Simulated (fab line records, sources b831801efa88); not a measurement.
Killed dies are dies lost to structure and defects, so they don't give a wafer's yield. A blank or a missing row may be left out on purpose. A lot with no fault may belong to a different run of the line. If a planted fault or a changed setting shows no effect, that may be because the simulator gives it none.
Chamber matching	flow gf180mcu	4 sister chambers for GF_V4_CMP_04 on cmp-02
The step polishes SiO2. 4 wafers are shown with their chamber, then 7 later ones without.

## EACH WAFER AND ITS CHAMBER
wafer	chamber	motorCurrentA (A)
L219.6	1	14.9
L220.2	3	11.0
L232.1	2	11.7
L232.3	0	11.6

## WAFERS MISSING THEIR CHAMBER
wafer	motorCurrentA (A)
L232.4	14.7
L234.2	10.2
L234.4	11.2
L234.5	11.6
L236.3	11.0
L236.4	11.3
L236.6	15.6

## THE CHAMBER EACH PASSED THROUGH
wafer	from the rows above	in truth
L232.4	1	1
L234.2	can't be placed: 3 or 0 or 2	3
L234.4	can't be placed: 3 or 0 or 2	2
L234.5	can't be placed: 0 or 2 or 3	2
L236.3	can't be placed: 3 or 0 or 2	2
L236.4	can't be placed: 0 or 3 or 2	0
L236.6	1	1
Correct placement for 2 of the 7. Unplaceable from these rows: 5, with the true chamber sitting among the candidates in 5. Placed wrongly: 0.
How it was worked out, from the rows above alone: a wafer's distance from a chamber is the root of the sum, over the readings, of the square of ((its reading less the chamber's mean) divided by the reading's scatter). The wafer belongs to the nearest chamber; if the next one is less than 2 further off, it can't be placed. For every chamber, the mean is computed from those of its wafers that are shown. The scatter: with one shown wafer a chamber, the root of the mean of the squares of how far each hidden wafer lies from its nearest shown one.
